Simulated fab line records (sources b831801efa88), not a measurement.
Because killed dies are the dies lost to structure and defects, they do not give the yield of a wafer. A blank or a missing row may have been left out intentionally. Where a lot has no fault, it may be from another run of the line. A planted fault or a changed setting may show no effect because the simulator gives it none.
The same fault as seen by 2 desks	flow gf180mcu	each desk holds nothing but its own numbers, with what lay behind them at the end

## DESK OF THE TOOL OWNER: krf-scanner-02
The tool's own readings at GF_V1_EXPOSE_11 (exposes mask Via1, target cd 260 nm): means of the sampled wafers that have a number, for each lot that ran on this tool. If a lot's mean is further than 4 standard deviations from the usual mean, the lot is out of limits and carries the mark OUT (the distance appears in the brackets).
Columns: A = reticle-temp-C at GF_V1_EXPOSE_11, usual 23.04 C
lot	first seen here	A
L573	day 19 21:25	23.03
L574	day 20 08:46	22.97
L575	day 20 20:55	23.19
L580	day 22 04:34	23.04
L581	day 22 12:03	22.99
This desk found nothing out of limits on any of the 5 lots.

## THE METROLOGY DESK
What the gauges read for every lot (on any tool): the sampled wafers with a number, averaged. If a lot's mean is further than 4 standard deviations from the usual mean, the lot is out of limits and carries the mark OUT (the distance appears in the brackets).
Columns: A = cd-nm at GF_M1_CD_MEAS_14, usual 230.0 nm; B = cd-nm at GF_V1_CD_MEAS_14, usual 259.9 nm
lot	first seen here	A	B
L569	day 17 18:41	227.3	259.0
L571	day 18 11:58	230.2	260.0
L572	day 19 05:40	230.9	258.3
L573	day 19 07:13	229.3	260.0
L574	day 19 19:19	229.6	260.5
L575	day 20 07:44	230.7	261.7
L580	day 21 14:52	228.4	262.2
L581	day 21 23:04	228.8	262.5
L583	day 22 14:23	230.6	259.9
L588	day 23 22:29	229.4	258.9
L590	day 24 19:07	230.3	261.1
L591	day 25 06:23	231.5	258.2
This desk found nothing out of limits on any of the 12 lots.

## ALL TOGETHER
The tool owner's desk saw nothing out of limits.
Nothing out of limits was seen by the metrology desk.

## WHAT THE SIMULATOR HAD INSERTED
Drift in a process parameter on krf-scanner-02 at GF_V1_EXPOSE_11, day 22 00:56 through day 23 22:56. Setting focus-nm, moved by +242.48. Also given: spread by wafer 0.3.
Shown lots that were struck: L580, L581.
